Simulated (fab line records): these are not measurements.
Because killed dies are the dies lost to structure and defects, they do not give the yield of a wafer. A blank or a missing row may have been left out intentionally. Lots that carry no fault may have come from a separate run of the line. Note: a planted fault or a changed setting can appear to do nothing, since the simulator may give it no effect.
The tool behind it: which one? -- flow gf180mcu -- 9 lots, 27 wafers sampled, at 7 steps of a route of 602

## WHAT EACH GAUGE READ, for each wafer
GF_PSD_OVL_MEAS_08. Usual: PSD_OVL -0.6 nm, standard deviation 1.3.
lot,measured,on,PSD_OVL (nm),flag
L542,day 14 06:32,overlay-01,-1.8 1.1 0.1,
L543,day 14 16:58,overlay-02,0.2 0.1 -2.2,
L544,day 15 01:49,overlay-02,0.0 -0.9 -2.2,
L545,day 15 07:01,overlay-02,-0.9 -1.1 -0.9,
L548,day 16 06:52,overlay-01,-1.2 1.7 -1.2,
L549,day 16 11:54,overlay-01,0.3 2.5 -0.9,
L552,day 17 17:40,overlay-01,-1.3 -1.0 -0.9,
L553,day 18 01:22,overlay-02,0.3 1.6 0.8,
L554,day 18 16:01,overlay-01,1.1 -1.3 2.5,

GF_PSD_TW_MEAS_11. Usual: PSD_TW 3156, standard deviation 30.
lot,measured,on,PSD_TW,flag
L542,day 14 06:49,film metro-02,3139 3143 3143,
L543,day 14 17:16,film metro-02,3149 3133 3140,
L544,day 15 02:06,film metro-01,3136 3140 3128,
L545,day 15 07:18,film metro-01,3139 3149 3135,
L548,day 16 07:09,film metro-03,3214 3221 3213,
L549,day 16 12:11,film metro-01,3149 3160 3136,
L552,day 17 17:57,film metro-02,2117 2127 2118,OFF
L553,day 18 01:39,film metro-01,2118 2126 2115,OFF
L554,day 18 16:18,film metro-02,2149 2132 2150,OFF

GF_PSD_RS_MEAS_15: measures by four-point-probe. Usual: PSD_RS 108.63 ohm/sq, standard deviation 0.29.
lot,measured,on,PSD_RS (ohm/sq),flag
L542,day 14 07:09,film metro-03,107.98 107.71 107.80,
L543,day 14 17:36,film metro-03,108.42 108.60 109.09,
L544,day 15 02:25,film metro-03,108.47 108.39 108.28,
L545,day 15 07:37,film metro-03,108.51 108.66 108.64,
L548,day 16 07:28,film metro-02,108.72 108.62 108.81,
L549,day 16 12:30,film metro-01,108.44 108.65 108.63,
L552,day 17 18:16,film metro-01,79.33 79.15 78.98,OFF
L553,day 18 01:58,film metro-01,79.02 79.34 79.17,OFF
L554,day 18 16:38,film metro-03,78.64 78.73 78.72,OFF

GF_SALICIDE_THK_MEAS_05: measures by xrf. Usual: SALICIDE_TIN_THK 20.1 nm, standard deviation 0.31.
lot,measured,on,SALICIDE_TIN_THK (nm),flag
L542,day 15 05:29,film metro-04,20.5 19.8 19.8,
L543,day 15 15:44,film metro-03,20.3 20.1 20.5,
L544,day 16 00:43,film metro-04,19.8 19.3 19.8,
L545,day 16 05:31,film metro-03,19.6 20.2 19.9,
L548,day 17 06:58,film metro-04,19.5 20.1 19.7,
L549,day 17 11:40,film metro-02,19.6 19.9 20.1,
L552,day 18 18:28,film metro-02,20.3 20.1 20.1,
L553,day 19 02:31,film metro-03,20.1 20.1 19.6,
L554,day 19 17:23,film metro-04,20.6 20.5 20.5,

GF_CONTACT_THK_MEAS_01. Usual: CONTACT_CVD_00_THK 299 nm, standard deviation 3.7.
lot,measured,on,CONTACT_CVD_00_THK (nm),flag
L542,day 15 05:53,film metro-01,305 307 307,
L543,day 15 16:08,film metro-04,301 302 304,
L544,day 16 01:07,film metro-02,307 301 306,
L545,day 16 05:55,film metro-01,301 302 300,
L548,day 17 07:22,film metro-01,300 302 298,
L549,day 17 12:04,film metro-04,306 307 301,
L552,day 18 18:52,film metro-01,304 302 301,
L553,day 19 02:54,film metro-01,301 299 297,
L554,day 19 17:47,film metro-01,290 294 296,

## TOOL THAT RAN EACH LOT (tool first, then ch and the chambers of the sampled wafers, then the start)
lot,GF_PSD_IMPLANT_09,GF_PSD_STRIP_10
L542,"implanter-03 ch 0, day 14 06:36","plasma asher-01 ch 0,1, day 14 06:44"
L543,"implanter-01 ch 0, day 14 17:03","plasma asher-02 ch 0,1, day 14 17:11"
L544,"implanter-03 ch 0, day 15 01:51","plasma asher-02 ch 0,1, day 15 02:00"
L545,"implanter-01 ch 0, day 15 07:03","plasma asher-02 ch 0,1, day 15 07:12"
L548,"implanter-04 ch 0, day 16 06:54","plasma asher-02 ch 0,1, day 16 07:03"
L549,"implanter-04 ch 0, day 16 11:56","plasma asher-02 ch 0,1, day 16 12:05"
L552,"implanter-04 ch 0, day 17 17:42","plasma asher-02 ch 1, day 17 17:51"
L553,"implanter-01 ch 0, day 18 01:24","plasma asher-04 ch 0,1, day 18 01:33"
L554,"implanter-04 ch 0, day 18 16:05","plasma asher-02 ch 0,1, day 18 16:13"
- GF_PSD_IMPLANT_09
- GF_PSD_STRIP_10: strips in O2/N2.

## AS READ BY THE TOOLS THEMSELVES (means over the sampled wafers that have a number; for cases with no such wafer, the mark the record gives instead)
GF_PSD_IMPLANT_09. Usual: beam energy keV 40.000, standard deviation 0.014; tilt deg 6.999 degrees, standard deviation 0.019.
lot,tool,beam energy keV,tilt deg (degrees),flag
L542,implanter-03,40.002,7.017,
L543,implanter-01,40.002,6.994,
L544,implanter-03,39.989,6.988,
L545,implanter-01,39.999,6.998,
L548,implanter-04,39.995,6.994,
L549,implanter-04,39.993,6.986,
L552,implanter-04,40.007,6.997,
L553,implanter-01,40.005,6.999,
L554,implanter-04,40.010,6.999,

GF_PSD_STRIP_10. Usual: drypump motor current A 5.7 A, standard deviation 0.43; heater power w 364 W, standard deviation 19; o2 flow sccm 3000 sccm, standard deviation 9.3; oes product au 0.593 a.u., standard deviation 0.0045; strip time to endpoint s 16.52 s, standard deviation 0.037.
lot,tool,drypump motor current A (A),heater power w (W),o2 flow sccm (sccm),oes product au (a.u.),strip time to endpoint s (s),flag
L542,plasma asher-01,6.2,366,3000,0.592,16.55,
L543,plasma asher-02,5.4,379,2996,0.593,16.55,
L544,plasma asher-02,5.5,374,2999,0.594,16.50,
L545,plasma asher-02,5.4,374,3010,0.594,16.50,
L548,plasma asher-02,5.5,371,2994,0.598,16.48,
L549,plasma asher-02,5.3,379,3002,0.594,16.46,
L552,plasma asher-02,5.6,361,2997,0.631,14.80,OFF
L553,plasma asher-04,5.7,328,3006,0.632,14.81,OFF
L554,plasma asher-02,5.4,376,3003,0.635,14.85,OFF

## THE ANSWER, worked out from the rows above alone
Rule: a lot is off if the mean of its wafers that have a number lies more than 3 standard deviations from the usual mean. Also off: a lot with no number at a reading for which 4 or more lots have one. Where the step has rows for the other lots, those lots are counted as sound. First the gauges in route order, then the tools' own readings, where a lot's mean is used as printed above. The first step at which some lot is off is used, and at that step the reading that is off furthest; a lot without a number counts as furthest.
Off: at GF_PSD_TW_MEAS_11 (PSD_TW), L552, L553, L554.
A tool fits if, at a process step before that reading, it ran every lot that is off, and no sound lot after the first of them. The gauges at GF_PSD_TW_MEAS_11 aren't tried: what is off there is off at GF_PSD_STRIP_10 too, on other tools, and a gauge's error can't cause that. Not one of the candidates tried fits.

## WHAT HAD BEEN PUT IN BY THE SIMULATOR
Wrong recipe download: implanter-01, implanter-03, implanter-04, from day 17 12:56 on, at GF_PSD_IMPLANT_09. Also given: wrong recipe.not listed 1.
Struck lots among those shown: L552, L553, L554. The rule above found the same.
